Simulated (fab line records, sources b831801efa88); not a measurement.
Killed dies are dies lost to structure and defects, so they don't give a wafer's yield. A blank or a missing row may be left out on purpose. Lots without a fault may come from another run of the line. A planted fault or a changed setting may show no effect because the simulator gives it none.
Chamber matching | flow sky130 | SKY_CONTACT_ETCH_17 on rie_diel-03: 4 sister chambers
The step etches SiO2 in C4F8/O2/Ar, stops on Si3N4, target depth 340 nm. 8 wafers are shown with their chamber, then 7 later ones without.

WAFERS WITH THEIR CHAMBER
wafer  | chamber | bias_w (W) | oes_product_au (a.u.)
L079.2 | 3       | 1196       | 0.888
L082.5 | 1       | 1194       | 0.897
L082.6 | 2       | 1200       | 0.891
L083.2 | 3       | 1201       | 0.896
L083.3 | 0       | 1200       | 0.895
L083.4 | 2       | 1198       | 0.892
L085.1 | 0       | 1199       | 0.890
L085.3 | 1       | 1198       | 0.892

WAFERS WITHOUT THEIR CHAMBER
wafer  | bias_w (W) | oes_product_au (a.u.)
L085.6 | 1204       | 0.893
L088.2 | 1201       | 0.886
L088.4 | 1201       | 0.892
L088.5 | 1200       | 0.888
L090.4 | 1198       | 0.900
L090.5 | 1203       | 0.893
L090.6 | 1197       | 0.902

WHICH CHAMBER EACH WENT THROUGH
wafer  | from the rows above               | in truth
L085.6 | can't be placed: 0 or 2 or 3 or 1 | 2
L088.2 | can't be placed: 2 or 0 or 3 or 1 | 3
L088.4 | can't be placed: 0 or 2 or 3 or 1 | 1
L088.5 | can't be placed: 2 or 0 or 3 or 1 | 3
L090.4 | can't be placed: 1 or 0 or 3 or 2 | 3
L090.5 | can't be placed: 0 or 2 or 3 or 1 | 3
L090.6 | can't be placed: 1 or 3 or 0 or 2 | 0
Placed correctly: 0 of 7. Can't be placed from these rows: 7 (the true chamber is among the candidates in 7). Placed wrongly: 0.
How it was worked out, from the rows above alone: a wafer's distance from a chamber is the root of the sum, over the readings, of the square of ((its reading less the chamber's mean) divided by the reading's scatter). The wafer belongs to the nearest chamber; if the next one is less than 2 further off, it can't be placed. A chamber's mean is the mean of its shown wafers. The scatter: the root of (the sum of the squares of (reading less its chamber's mean) over the shown wafers, divided by (wafers less chambers)).
